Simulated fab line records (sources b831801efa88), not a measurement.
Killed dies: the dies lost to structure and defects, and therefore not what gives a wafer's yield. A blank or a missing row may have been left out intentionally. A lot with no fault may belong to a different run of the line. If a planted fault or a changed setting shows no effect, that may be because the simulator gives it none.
Comparing a struck lot with a sound one -- flow sky130 -- 23 out of 708 route steps
Sound: wafers L718.2, L718.3, L718.4. Wafers L735.1, L735.4, L735.6 were the ones struck. The cause is given at the end.
Order at every step that has rows: each side's tool, ch and its chambers, its first start. Under that, the readings that differ: sound wafers -- struck wafers -- difference of the means -- sigmas: that difference in standard deviations of wafers without a fault.
alike: readings with means less than 2 such deviations apart, plus words and numbers identical on both sides. not compared: withheld readings, readings lacking a value on some wafer, bounds such as >300 that could conceal the same value, and numbers that have no deviation in the record and whose values overlap.
A row with sigmas, a row that says differs or no value, or rows on one side alone: a step with any of these is where the two part. When numbers do not overlap yet have no deviation, they are printed without sigmas and do not part them. Lack of a reading on every wafer of one side parts them only where that side has two or more wafers.

first, 1 step without rows for these wafers: SKY_POLY_GATE_OXIDATION_20 (stabilise 600 s, purge 300 s, target thk 4 nm).
SKY_POLY_GATE_THK_MEAS_21:
  sound on film_metro-04 at day 16 12:13; struck on film_metro-04 at day 23 01:09
  alike: POLY_GATE_OXIDATION_THK
SKY_POLY_GATE_CD_MEAS_22:
  sound on cd_sem-01 at day 16 12:18; struck on cd_sem-02 at day 23 01:13
  alike: cd_nm
then, 7 steps without rows for these wafers: SKY_LDD_N_DEHYDRATE_00 (time 60 s); SKY_LDD_N_HMDS_01 (prime time 60 s); SKY_LDD_N_COAT_02 (resist thk 300 nm); SKY_LDD_N_SOFTBAKE_03 (time 60 s); SKY_LDD_N_EXPOSE_04 (exposes mask NTM, target cd 840 nm); SKY_LDD_N_PEB_05; SKY_LDD_N_DEVELOP_06 (develop time 60 s).
SKY_LDD_N_OVL_MEAS_07:
  sound on overlay-01 at day 17 17:02; struck on overlay-02 at day 24 06:59
  alike: LDD_N_OVL
then, 1 step without rows for these wafers: SKY_LDD_N_IMPLANT_08.
SKY_LDD_N_IMPLANT_09:
  sound on implanter-03 ch 0, day 17 17:14; struck on implanter-01 ch 0, day 24 07:10
reading,sound,struck,difference,sigmas
beam_energy_keV,19.996 19.994 19.994,17.222 17.217 17.222,-2.774,-99 or more
model.implant.rp_nm (nm),15.88 15.88 15.88,13.85 13.85 13.85,-2.03,
model.implant.drp_nm (nm),7.212 7.212 7.212,6.509 6.509 6.509,-0.703,
  alike: faraday_current_uA
then, 6 steps without rows for these wafers: SKY_LDD_N_IMPLANT_10; SKY_LDD_N_IMPLANT_11; SKY_LDD_N_IMPLANT_12; SKY_LDD_N_IMPLANT_13; SKY_LDD_N_IMPLANT_14; SKY_LDD_N_IMPLANT_15.
SKY_LDD_N_STRIP_16: strips in O2/N2.
  sound on plasma_asher-01 ch 0,1, day 17 18:16; struck on plasma_asher-02 ch 1, day 24 08:13
reading,sound,struck,difference,sigmas
drypump_motor_current_A (A),5.9 5.7 5.9,4.8 4.8 4.8,-1.0,-3
  alike: oes_product_au, strip_time_to_endpoint_s
  not compared: rf_hours_counter_h
SKY_LDD_N_TW_MEAS_17:
  sound on film_metro-01 at day 17 18:22; struck on film_metro-01 at day 24 08:33
reading,sound,struck,difference,sigmas
LDD_N_TW,2559 2567 2576,2526 2534 2523,-40,-2
  not compared: hold
then, 1 step without rows for these wafers: SKY_LDD_P_DEHYDRATE_00 (time 60 s).
SKY_PAD_OPEN_PROBE_99:
  rows exist in the record for the sound wafers here (prober-01, day 45 18:09), none for the struck ones

## WHERE THEY PART
At SKY_LDD_N_IMPLANT_09 first; at SKY_PAD_OPEN_PROBE_99 last (within this record only).

WHY: whatever the simulator had introduced
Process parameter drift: implanter-01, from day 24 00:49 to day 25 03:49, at SKY_LDD_N_IMPLANT_09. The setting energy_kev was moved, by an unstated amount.
